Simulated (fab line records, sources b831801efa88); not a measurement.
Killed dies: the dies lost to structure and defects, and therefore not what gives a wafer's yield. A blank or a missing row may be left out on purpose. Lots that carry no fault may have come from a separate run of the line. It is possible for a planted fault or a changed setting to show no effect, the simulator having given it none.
Struck lot and sound lot, side by side + flow sky130 + 14 out of 708 route steps
Sound: these wafers, L568.1, L568.3, L568.4. Wafers struck: L578.3, L578.4, L578.6. The cause comes at the end.
Each step with rows lists, per side, the tool, then ch with its chambers, then its first start. Under that, the readings that differ: sound wafers + struck wafers + difference of the means + sigmas: that difference in standard deviations of wafers without a fault.
alike: readings whose means differ by less than 2 such deviations, and words and numbers that are the same on both sides. not compared: withheld readings, readings that some wafer has no value for, bounds like >300 that may hide the same value, and numbers for which the record gives no deviation and whose values overlap.
The two part at a step that has a row with sigmas, a row that says differs or no value, or rows on one side only. Non-overlapping numbers with no deviation appear without sigmas and do not part them. A reading missing from all wafers of one side parts the sides only when that side holds two or more wafers.

first, 3 steps without rows for these wafers: SKY_LDD_HVP_EXPOSE_04 (exposes mask HVPTM, target cd 700 nm); SKY_LDD_HVP_PEB_05; SKY_LDD_HVP_DEVELOP_06 (develop time 60 s).
SKY_LDD_HVP_OVL_MEAS_07:
  sound on overlay-02 at day 22 23:36; struck on overlay-01 at day 26 07:57
  alike: LDD_HVP_OVL
after that, 1 step had no rows for these wafers: SKY_LDD_HVP_IMPLANT_08.
SKY_LDD_HVP_STRIP_09: strips in O2/N2.
  sound on plasma asher-03 ch 0,1, day 22 23:47; struck on plasma asher-02 ch 0,1, day 26 08:09
  alike: drypump motor current A, oes product au, strip time to endpoint s
  not compared: rf hours counter h
SKY_LDD_HVP_TW_MEAS_10:
  sound on film metro-04 at day 22 23:53; struck on film metro-04 at day 26 08:14
  alike: LDD_HVP_TW
then, 5 steps without rows for these wafers: SKY_LDD_LDN_DEHYDRATE_00 (time 60 s); SKY_LDD_LDN_HMDS_01 (prime time 60 s); SKY_LDD_LDN_COAT_02 (resist thk 1140 nm); SKY_LDD_LDN_SOFTBAKE_03 (time 60 s); SKY_LDD_LDN_EXPOSE_04 (exposes mask LDNTM, target cd 700 nm).
SKY_LDD_LDN_PEB_05:
  struck on litho track-01, day 27 12:53; sound on litho track-01 ch 0, day 24 05:02
| reading         | sound          | struck | difference                    | sigmas |
|-----------------|----------------|--------|-------------------------------|--------|
| exhaust pa (Pa) | 45.2 44.8 45.6 | - - -  | no value on the struck wafers |        |
  not compared: chill plate temp C
then, 1 step without rows for these wafers: SKY_LDD_LDN_DEVELOP_06 (develop time 60 s).

== WHERE THEY PART ==
Only at SKY_LDD_LDN_PEB_05, within this record.

WHY: the cause the simulator had injected
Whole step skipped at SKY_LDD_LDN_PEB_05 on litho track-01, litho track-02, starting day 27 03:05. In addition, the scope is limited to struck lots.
